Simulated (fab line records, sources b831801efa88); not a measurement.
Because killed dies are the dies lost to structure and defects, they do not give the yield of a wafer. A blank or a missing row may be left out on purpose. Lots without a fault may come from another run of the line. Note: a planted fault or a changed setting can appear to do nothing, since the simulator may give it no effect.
A lot that was struck, set against a sound lot + flow sky130 + 23 out of 708 route steps
Sound: the wafers L968.1, L968.4, L968.6. Struck: wafer L975.4 (left out: L975.3, a lot-mate that was not struck); the cause follows at the end.
For every step that has rows: the tool of each side, followed by ch and its chambers, followed by its first start. Under that, the readings that differ: sound wafers + struck wafers + difference of the means + sigmas: that difference in standard deviations of wafers without a fault.
alike: a reading whose means differ by less than 2 such deviations, as well as words and numbers matching on both sides. not compared: withheld readings; readings where some wafer has no value; bounds like >300 that might hide an equal value; numbers whose values overlap and for which the record gives no deviation.
A row with sigmas, a row that says differs or no value, or rows on one side alone: a step with any of these is where the two part. Non-overlapping numbers with no deviation appear without sigmas and do not part them. A reading that every wafer of one side lacks parts them only if that side has two wafers or more.

first, 6 steps without rows for these wafers: SKY_VT_ADJUST_LVTN_HMDS_12 (prime time 60 s); SKY_VT_ADJUST_LVTN_COAT_13 (resist thk 1140 nm); SKY_VT_ADJUST_LVTN_SOFTBAKE_14 (time 60 s); SKY_VT_ADJUST_LVTN_EXPOSE_15 (exposes mask HVN STD DERIVED, target cd 600 nm); SKY_VT_ADJUST_LVTN_PEB_16; SKY_VT_ADJUST_LVTN_DEVELOP_17 (develop time 60 s).
SKY_VT_ADJUST_LVTN_OVL_MEAS_18:
  sound on overlay-02 at day 10 17:01; struck on overlay-01 at day 12 16:53
  alike: VT_ADJUST_LVTN_01_OVL
next, for these wafers, 1 step has no rows: SKY_VT_ADJUST_LVTN_IMPLANT_19.
SKY_VT_ADJUST_LVTN_STRIP_20: strips in O2/N2.
  sound on plasmaAsher-04 ch 0, day 10 17:12; struck on plasmaAsher-04 ch 1, day 12 17:05
| reading                  | sound       | struck | difference | sigmas |
|--------------------------|-------------|--------|------------|--------|
| drypumpMotorCurrentA (A) | 6.7 6.7 6.7 | 5.0    | -1.7       | -3     |
  alike: oesProductAu, stripTimeToEndpointS
  not compared: rfHoursCounterH
SKY_VT_ADJUST_LVTN_TW_MEAS_21:
  sound on filmMetro-02 at day 10 17:18; struck on filmMetro-02 at day 12 17:11
  alike: VT_ADJUST_LVTN_2_TW
then, 2 steps without rows for these wafers: SKY_VT_ADJUST_NCORE_DEHYDRATE_00 (time 60 s); SKY_VT_ADJUST_NCORE_HMDS_01 (prime time 60 s).
SKY_VT_ADJUST_NCORE_COAT_02: resist thk 1140 nm.
  sound on lithoTrack-04 ch 0, day 11 03:28; struck on lithoTrack-02 ch 0, day 13 05:19
| reading                                             | sound          | struck | difference | sigmas |
|-----------------------------------------------------|----------------|--------|------------|--------|
| dispensePressureKPa (kPa)                           | 44 44 44       | 54     | +10        | +2     |
| model.NOVOLAK_of_VT_ADJUST_NCORE_COAT_02.thkNm (nm) | 1141 1141 1139 | 1071   | -69        |        |
  alike: spinSpeedRpm
then, 3 steps without rows for these wafers: SKY_VT_ADJUST_NCORE_SOFTBAKE_03 (time 60 s); SKY_VT_ADJUST_NCORE_EXPOSE_04 (exposes mask LVTN COMPLEMENT THIN, target cd 380 nm); SKY_VT_ADJUST_NCORE_PEB_05.
SKY_VT_ADJUST_NCORE_DEVELOP_06: develop time 60 s.
  sound on lithoTrack-02 ch 0, day 11 15:16; struck on lithoTrack-01 ch 0, day 13 17:12
| reading                                             | sound          | struck | difference | sigmas |
|-----------------------------------------------------|----------------|--------|------------|--------|
| model.NOVOLAK_of_VT_ADJUST_NCORE_COAT_02.thkNm (nm) | 1140 1140 1139 | 1070   | -70        |        |
  alike: developerTempC
SKY_VT_ADJUST_NCORE_CD_MEAS_07: the cd target is 380 nm.
  sound on cdSem-02 at day 11 15:25; struck on cdSem-02 at day 13 17:20
  alike: cdNm
  not compared: hold
SKY_VT_ADJUST_NCORE_OVL_MEAS_08:
  sound on overlay-01 at day 11 15:32; struck on overlay-01 at day 13 17:26
  alike: VT_ADJUST_NCORE_OVL
  not compared: hold
next, for these wafers, 1 step has no rows: SKY_VT_ADJUST_NCORE_IMPLANT_09.
SKY_VT_ADJUST_NCORE_STRIP_10: strips in O2/N2.
  sound on plasmaAsher-03 ch 0,1, day 11 15:44; struck on plasmaAsher-04 ch 1, day 13 17:38
| reading                  | sound             | struck | difference | sigmas |
|--------------------------|-------------------|--------|------------|--------|
| stripTimeToEndpointS (s) | 14.16 14.16 14.18 | 13.36  | -0.81      | -24    |
  alike: drypumpMotorCurrentA, oesProductAu
  not compared: rfHoursCounterH
SKY_VT_ADJUST_NCORE_TW_MEAS_11:
  sound on filmMetro-04 at day 11 15:50; struck on filmMetro-02 at day 13 17:44
  alike: VT_ADJUST_NCORE_TW
-- record jumps: 36 days separate the struck wafers' starts on either side; left off in module VT_ADJUST_NCORE, taken up again in module PAD_OPEN, whose first shown step is the route's number 708 --
SKY_PAD_OPEN_PROBE_99:
  sound on prober-02 at day 48 10:33; struck on prober-02 at day 49 10:09
| reading | sound | struck                  | difference                   | sigmas |
|---------|-------|-------------------------|------------------------------|--------|
| hold    | - - - | awaitDispo/2.4h/release | no value on the sound wafers |        |
  alike: killed_at_M0_to_M3, killed_at_M4_up, killedAtContacts, killedAtFrontEnd, killedAtOther, killedDies, killedOnRim, killedOpen, killedShort

WHERE THEY PART
Last at SKY_PAD_OPEN_PROBE_99 as far as this record goes, first at SKY_VT_ADJUST_LVTN_STRIP_20.

WHY: the cause the simulator had injected
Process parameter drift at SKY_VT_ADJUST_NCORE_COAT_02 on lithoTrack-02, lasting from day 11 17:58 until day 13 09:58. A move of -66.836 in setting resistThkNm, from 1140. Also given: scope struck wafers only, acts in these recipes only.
